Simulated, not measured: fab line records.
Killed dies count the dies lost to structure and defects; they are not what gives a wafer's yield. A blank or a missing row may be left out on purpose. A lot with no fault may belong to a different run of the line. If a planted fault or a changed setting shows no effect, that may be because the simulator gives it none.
Which tool was responsible? | flow gf180mcu | 6 lots with 18 wafers sampled at 3 steps, on a route of 602 steps

## WHAT EACH GAUGE READ, for each wafer
GF_PSD_RS_MEAS_14: measures by four-point-probe.
lot  | measured     | on           | NSD_RS (ohm/sq)
L723 | day 15 00:55 | filmMetro-02 | 46.36 46.50 46.45
L731 | day 17 18:16 | filmMetro-04 | 44.77 44.79 44.68
L734 | day 18 19:58 | filmMetro-01 | 44.67 44.60 44.79
L739 | day 20 12:36 | filmMetro-02 | 46.52 46.55 46.46
L742 | day 21 15:43 | filmMetro-01 | 46.54 46.62 46.52
L744 | day 22 07:27 | filmMetro-02 | 46.47 46.57 46.50

## TOOL THAT RAN EACH LOT (tool first, then ch and the chambers of the sampled wafers, then the start)
lot  | GF_NSD_IMPLANT_09               | GF_NSD_STRIP_11
L723 | implanter-02 ch 0, day 14 02:53 | plasmaAsher-03 ch 0,1, day 14 03:09
L731 | implanter-04 ch 0, day 16 18:39 | plasmaAsher-02 ch 0,1, day 16 18:57
L734 | implanter-04 ch 0, day 17 19:23 | plasmaAsher-04 ch 0,1, day 17 19:40
L739 | implanter-02 ch 0, day 19 12:13 | plasmaAsher-03 ch 0,1, day 19 12:31
L742 | implanter-02 ch 0, day 20 15:38 | plasmaAsher-02 ch 0,1, day 20 15:54
L744 | implanter-02 ch 0, day 21 06:55 | plasmaAsher-04 ch 0,1, day 21 07:13
- GF_NSD_IMPLANT_09
- GF_NSD_STRIP_11: strips in O2/N2.

## THE ANSWER, worked out from the rows above alone
Rule: what is usual is taken from the lots themselves. The widest of any qualifying gaps counts: lots, ordered by their means at a reading, are off when they make up no more than a third of the lots, leave a main group of 4 or more, and stand apart from it by 3 or more times the standard deviation of that group's means. If all means in a main group match to the digits the tables above print for the reading, that group is not used. Also off: a lot with no number at a reading for which 4 or more lots have one. Any other lot the step has rows for is counted as sound.
Off: L731, L734, at GF_PSD_RS_MEAS_14 (NSD_RS). For the main group the mean is 46.51 ohm/sq and the standard deviation 0.044.
If a tool, at a process step before that reading, ran all the lots that are off and no sound lot after the first of them, it fits. Gauges at GF_PSD_RS_MEAS_14: tried the same way as those tools. One fits: implanter-04 at GF_NSD_IMPLANT_09. It ran no sound lot before its first lot that is off in this sample, so the start can't be narrowed down.

## WHAT WAS PUT IN BY THE SIMULATOR
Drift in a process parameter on implanter-04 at GF_NSD_IMPLANT_09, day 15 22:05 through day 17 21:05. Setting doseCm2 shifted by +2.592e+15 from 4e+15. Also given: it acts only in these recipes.
Lots struck among those shown: L731, L734. Same finding as the rule above.
